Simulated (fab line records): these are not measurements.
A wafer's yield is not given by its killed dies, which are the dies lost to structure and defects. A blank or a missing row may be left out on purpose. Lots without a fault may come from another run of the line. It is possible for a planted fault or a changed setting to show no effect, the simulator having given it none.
The tool behind it: which one? | flow gf180mcu | 24 lots with 72 wafers sampled at 6 steps, on a route of 602 steps

== WHAT THE GAUGES READ, wafer by wafer ==
GF_M1_THK_MEAS_06: measures by xrf.
lot  | measured     | on           | M1_ALCU_THK (nm)
L074 | day 16 05:38 | filmMetro-01 | 455 452 452
L075 | day 16 16:59 | filmMetro-03 | 449 455 450
L076 | day 17 02:16 | filmMetro-01 | 446 443 446
L077 | day 17 06:17 | filmMetro-01 | 451 448 448
L078 | day 17 13:20 | filmMetro-02 | 452 456 459
L079 | day 17 22:31 | filmMetro-02 | 451 439 442
L080 | day 18 08:38 | filmMetro-02 | 452 453 447
L081 | day 18 12:52 | filmMetro-01 | 448 462 452
L082 | day 19 03:13 | filmMetro-03 | 446 452 451
L083 | day 19 10:35 | filmMetro-02 | 460 452 454
L084 | day 19 21:46 | filmMetro-03 | 449 459 457
L085 | day 20 05:26 | filmMetro-03 | 448 458 458
L086 | day 20 20:04 | filmMetro-02 | 449 458 450
L087 | day 21 01:29 | filmMetro-02 | 459 461 459
L088 | day 21 08:20 | filmMetro-02 | 460 452 450
L089 | day 21 18:05 | filmMetro-02 | 445 449 449
L090 | day 22 01:11 | filmMetro-01 | 455 447 454
L091 | day 22 09:24 | filmMetro-03 | 453 453 453
L092 | day 22 16:39 | filmMetro-02 | 453 450 457
L093 | day 23 02:59 | filmMetro-03 | 454 456 449
L094 | day 23 11:23 | filmMetro-02 | 453 457 459
L095 | day 23 20:26 | filmMetro-03 | 448 456 451
L096 | day 23 22:44 | filmMetro-03 | 442 444 443
L097 | day 24 07:48 | filmMetro-02 | 448 456 446

GF_V2_THK_MEAS_25: measures by xrf.
lot  | measured     | on           | V2_W_THK (nm)
L074 | day 20 06:56 | filmMetro-02 | 358 352 358
L075 | day 20 20:31 | filmMetro-04 | 358 348 354
L076 | day 21 07:14 | filmMetro-04 | 354 358 354
L077 | day 21 12:41 | filmMetro-01 | 347 348 346
L078 | day 21 18:47 | filmMetro-02 | 353 347 349
L079 | day 22 04:05 | filmMetro-04 | 341 343 346
L080 | day 22 14:56 | filmMetro-02 | 360 356 355
L081 | day 22 18:39 | filmMetro-04 | 343 346 343
L082 | day 23 08:13 | filmMetro-04 | 351 354 350
L083 | day 23 15:07 | filmMetro-04 | 343 350 351
L084 | day 24 01:25 | filmMetro-04 | 359 358 358
L085 | day 24 07:23 | filmMetro-01 | 359 364 363
L086 | day 24 22:55 | filmMetro-01 | 360 366 362
L087 | day 25 02:20 | filmMetro-04 | 355 352 348
L088 | day 25 09:08 | filmMetro-01 | 352 360 356
L089 | day 25 17:12 | filmMetro-02 | 350 362 364
L090 | day 25 22:56 | filmMetro-02 | 357 355 353
L091 | day 26 08:26 | filmMetro-01 | 354 357 347
L092 | day 26 14:19 | filmMetro-01 | 345 352 345
L093 | day 26 23:30 | filmMetro-01 | 348 353 349
L094 | day 27 06:52 | filmMetro-02 | 351 361 351
L095 | day 27 14:16 | filmMetro-02 | 358 351 359
L096 | day 27 16:10 | filmMetro-02 | 361 353 353
L097 | day 28 00:17 | filmMetro-02 | 361 354 359

GF_M3_THK_MEAS_06: measures by xrf.
lot  | measured     | on           | M3_ALCU_THK (nm)
L074 | day 20 07:38 | filmMetro-03 | 461 451 471
L075 | day 20 21:13 | filmMetro-03 | 451 449 452
L076 | day 21 07:56 | filmMetro-02 | 463 458 453
L077 | day 21 13:23 | filmMetro-01 | 450 460 449
L078 | day 21 19:29 | filmMetro-01 | 462 448 447
L079 | day 22 04:47 | filmMetro-02 | 466 463 463
L080 | day 22 15:38 | filmMetro-01 | 454 454 450
L081 | day 22 19:21 | filmMetro-03 | 448 447 453
L082 | day 23 08:55 | filmMetro-03 | 448 445 448
L083 | day 23 15:49 | filmMetro-02 | 454 450 450
L084 | day 24 02:07 | filmMetro-01 | 439 462 446
L085 | day 24 08:05 | filmMetro-03 | 455 449 447
L086 | day 24 23:37 | filmMetro-03 | 459 456 470
L087 | day 25 03:02 | filmMetro-01 | 449 458 455
L088 | day 25 09:50 | filmMetro-03 | 454 453 462
L089 | day 25 17:54 | filmMetro-01 | 450 451 456
L090 | day 25 23:38 | filmMetro-02 | 455 454 453
L091 | day 26 09:08 | filmMetro-03 | 449 447 444
L092 | day 26 15:01 | filmMetro-03 | 448 458 457
L093 | day 27 00:12 | filmMetro-01 | 451 455 453
L094 | day 27 07:56 | filmMetro-03 | 450 454 453
L095 | day 27 14:58 | filmMetro-03 | 455 456 454
L096 | day 27 16:53 | filmMetro-02 | 471 462 465
L097 | day 28 00:59 | filmMetro-02 | 463 458 448

GF_V4_THK_MEAS_03.
lot  | measured     | on           | V4_CVD_02_THK (nm)
L074 | day 23 10:59 | filmMetro-04 | 857 844 839
L075 | day 23 23:41 | filmMetro-01 | 841 867 849
L076 | day 24 09:01 | filmMetro-02 | 833 859 877
L077 | day 24 12:40 | filmMetro-01 | 848 855 867
L078 | day 24 18:27 | filmMetro-01 | 839 810 850
L079 | day 25 04:27 | filmMetro-04 | 852 861 847
L080 | day 25 15:04 | filmMetro-01 | 861 863 868
L081 | day 25 17:19 | filmMetro-01 | 807 829 841
L082 | day 26 07:13 | filmMetro-02 | 842 850 856
L083 | day 26 12:02 | filmMetro-02 | 827 857 868
L084 | day 26 21:46 | filmMetro-01 | 819 842 835
L085 | day 27 03:34 | filmMetro-04 | 837 847 858
L086 | day 27 17:24 | filmMetro-02 | 848 846 871
L087 | day 27 22:00 | filmMetro-01 | 847 846 877
L088 | day 28 03:45 | filmMetro-04 | 813 836 831
L089 | day 28 10:43 | filmMetro-04 | 845 820 819
L090 | day 28 16:49 | filmMetro-04 | 836 855 863
L091 | day 29 01:02 | filmMetro-01 | 845 825 842
L092 | day 29 06:45 | filmMetro-04 | 848 812 858
L093 | day 29 15:15 | filmMetro-01 | 846 858 864
L094 | day 29 22:32 | filmMetro-01 | 842 854 877
L095 | day 30 04:55 | filmMetro-01 | 860 853 843
L096 | day 30 06:25 | filmMetro-01 | 830 810 825
L097 | day 30 14:00 | filmMetro-01 | 852 865 858

== WHAT TOOL EACH LOT RAN ON (gives the tool, then ch and the chambers of the sampled wafers, and finally the start) ==
lot  | GF_V1_ETCH_16                     | GF_V2_CMP_26
L074 | rieDiel-02 ch 0,1,3, day 18 03:12 | cmp-02 ch 0,3, day 20 06:59
L075 | rieDiel-04 ch 2,3, day 18 15:44   | cmp-01 ch 0,2, day 20 20:34
L076 | rieDiel-04 ch 0,1,3, day 19 02:20 | cmp-02 ch 0,2,3, day 21 07:24
L077 | rieDiel-02 ch 0,1,3, day 19 07:00 | cmp-01 ch 0,1,2, day 21 12:50
L078 | rieDiel-02 ch 1,2,3, day 19 13:42 | cmp-02 ch 0,1,3, day 21 18:53
L079 | rieDiel-04 ch 0,1, day 19 23:51   | cmp-01 ch 0,1, day 22 04:08
L080 | rieDiel-03 ch 0,2,3, day 20 11:00 | cmp-01 ch 0,1,2, day 22 15:08
L081 | rieDiel-04 ch 0,1,3, day 20 15:03 | cmp-01 ch 1,2, day 22 18:46
L082 | rieDiel-02 ch 0,1, day 21 05:27   | cmp-02 ch 2,3, day 23 08:17
L083 | rieDiel-04 ch 0,1,2, day 21 12:21 | cmp-02 ch 0,1, day 23 15:10
L084 | rieDiel-03 ch 0,1,3, day 22 00:00 | cmp-01 ch 0,1, day 24 01:28
L085 | rieDiel-02 ch 0,1, day 22 06:27   | cmp-01 ch 2,3, day 24 07:26
L086 | rieDiel-02 ch 1,2, day 22 21:38   | cmp-01 ch 0,1,2, day 24 23:07
L087 | rieDiel-04 ch 0,1,3, day 23 00:57 | cmp-01 ch 0,1,2, day 25 02:23
L088 | rieDiel-04 ch 0,1,3, day 23 08:08 | cmp-02 ch 0,1,2, day 25 09:12
L089 | rieDiel-02 ch 0,3, day 23 17:27   | cmp-02 ch 0,1,2, day 25 17:22
L090 | rieDiel-02 ch 0,1, day 23 23:57   | cmp-01 ch 1,2, day 25 22:59
L091 | rieDiel-03 ch 0,1, day 24 08:45   | cmp-01 ch 1,2, day 26 08:31
L092 | rieDiel-02 ch 0,3, day 24 15:33   | cmp-01 ch 0,3, day 26 14:22
L093 | rieDiel-04 ch 1,2, day 25 01:35   | cmp-02 ch 0,1,2, day 26 23:38
L094 | rieDiel-04 ch 0,1,2, day 25 09:11 | cmp-01 ch 0,1,2, day 27 07:22
L095 | rieDiel-03 ch 0,1,3, day 25 16:50 | cmp-02 ch 1,2,3, day 27 14:18
L096 | rieDiel-02 ch 0,1,3, day 25 19:26 | cmp-02 ch 0,2,3, day 27 16:19
L097 | rieDiel-03 ch 0,1, day 26 03:27   | cmp-02 ch 1,2,3, day 28 00:23
- GF_V1_ETCH_16: etches BARC in N2/H2.
- GF_V2_CMP_26: polishes, stops on SiO2, t overpolish 15 s, target thk 0 nm.

== WHAT THE TOOLS THEMSELVES READ (means of the sampled wafers that have a number; where no wafer has one, the mark that the record gives instead) ==
GF_V1_ETCH_16.
lot  | tool       | chamberPressureMTorr (mTorr) | drypumpMotorCurrentA (A) | oesProductAu (a.u.) | throttleValvePct (%)
L074 | rieDiel-02 | 30.006                       | 5.8                      | 0.855               | 13.222
L075 | rieDiel-04 | 29.998                       | 5.2                      | 0.853               | 13.228
L076 | rieDiel-04 | 29.991                       | 5.5                      | 0.852               | 13.219
L077 | rieDiel-02 | 29.987                       | 5.8                      | 0.860               | 13.223
L078 | rieDiel-02 | 29.985                       | 6.0                      | 0.849               | 13.225
L079 | rieDiel-04 | 30.011                       | 5.5                      | 0.857               | 13.223
L080 | rieDiel-03 | 30.019                       | 5.4                      | 0.854               | 13.233
L081 | rieDiel-04 | 30.018                       | 5.5                      | 0.858               | 13.224
L082 | rieDiel-02 | 30.000                       | 5.5                      | 0.858               | 13.232
L083 | rieDiel-04 | 29.979                       | 5.5                      | 0.857               | 13.223
L084 | rieDiel-03 | 30.011                       | 5.6                      | 0.858               | 13.236
L085 | rieDiel-02 | 29.982                       | 5.5                      | 0.855               | 13.218
L086 | rieDiel-02 | 29.987                       | 6.0                      | 0.857               | 13.232
L087 | rieDiel-04 | 30.007                       | 5.5                      | 0.856               | 13.224
L088 | rieDiel-04 | 30.011                       | 5.5                      | 0.855               | 13.213
L089 | rieDiel-02 | 29.976                       | 5.6                      | 0.855               | 13.230
L090 | rieDiel-02 | 29.993                       | 5.5                      | 0.859               | 13.221
L091 | rieDiel-03 | 30.009                       | 6.0                      | 0.856               | 13.225
L092 | rieDiel-02 | 30.019                       | 5.6                      | 0.855               | 13.229
L093 | rieDiel-04 | 30.032                       | 5.9                      | 0.854               | 13.224
L094 | rieDiel-04 | 30.012                       | 5.5                      | 0.857               | 13.216
L095 | rieDiel-03 | 30.007                       | 5.6                      | 0.856               | 13.226
L096 | rieDiel-02 | 29.992                       | 5.8                      | 0.855               | 13.221
L097 | rieDiel-03 | 29.981                       | 5.7                      | 0.856               | 13.217

GF_V2_CMP_26.
lot  | tool   | edgeZonePressureFrac | motorCurrentA (A) | overpolishRunS (s) | slurryFilterDpKPa (kPa) | timeToEndpointS (s)
L074 | cmp-02 | 0.998                | 11.9              | 15.003             | 13.39                   | 86
L075 | cmp-01 | 0.997                | 11.3              | 14.997             | 13.56                   | 84
L076 | cmp-02 | 1.002                | 11.1              | 14.999             | 13.50                   | 81
L077 | cmp-01 | 1.002                | 11.0              | 15.000             | 13.40                   | 77
L078 | cmp-02 | 1.002                | 11.3              | 14.993             | 13.50                   | 82
L079 | cmp-01 | 1.003                | 11.0              | 14.997             | 13.48                   | 75
L080 | cmp-01 | 1.001                | 11.4              | 15.009             | 13.43                   | 81
L081 | cmp-01 | 0.999                | 11.8              | 14.993             | 13.44                   | 78
L082 | cmp-02 | 1.000                | 11.9              | 15.001             | 13.33                   | 83
L083 | cmp-02 | 0.999                | 10.8              | 15.002             | 13.46                   | 83
L084 | cmp-01 | 1.006                | 11.2              | 14.997             | 13.33                   | 80
L085 | cmp-01 | 1.000                | 11.1              | 15.004             | 13.39                   | 83
L086 | cmp-01 | 1.000                | 11.6              | 15.003             | 13.70                   | 85
L087 | cmp-01 | 1.001                | 11.3              | 15.004             | 13.53                   | 80
L088 | cmp-02 | 0.997                | 11.5              | 15.010             | 13.47                   | 82
L089 | cmp-02 | 1.002                | 11.5              | 15.008             | 13.39                   | 81
L090 | cmp-01 | 0.994                | 11.9              | 14.992             | 13.62                   | 83
L091 | cmp-01 | 0.991                | 12.5              | 15.000             | 13.55                   | 81
L092 | cmp-01 | 1.000                | 9.8               | 15.000             | 13.40                   | 84
L093 | cmp-02 | 0.998                | 11.6              | 15.010             | 13.45                   | 80
L094 | cmp-01 | 1.000                | 11.7              | 15.002             | 13.43                   | 84
L095 | cmp-02 | 1.000                | 12.6              | 15.006             | 13.58                   | 84
L096 | cmp-02 | 0.997                | 11.2              | 15.007             | 13.52                   | 82
L097 | cmp-02 | 1.001                | 12.6              | 14.998             | 13.50                   | 84

== THE ANSWER, worked out from the rows above alone ==
Rule: usual is defined by the lots themselves. The widest of any qualifying gaps counts: lots, ordered by their means at a reading, are off when they make up no more than a third of the lots, leave a main group of 4 or more, and stand apart from it by 3 or more times the standard deviation of that group's means. Not used: any main group whose means are identical at the precision the tables above print for the reading. Also off: a lot with no number at a reading for which 4 or more lots have one. Any other lot the step has rows for is counted as sound. Order of review: gauges by route order, followed by the tools' own readings, for which a lot's mean as printed above is used. At the first step where some lot is off, the reading lying furthest off is the one used; lots without a number count as furthest.
No lot is off on any of the readings shown, so nothing can be concluded from this.

== WHAT THE SIMULATOR PUT IN ==
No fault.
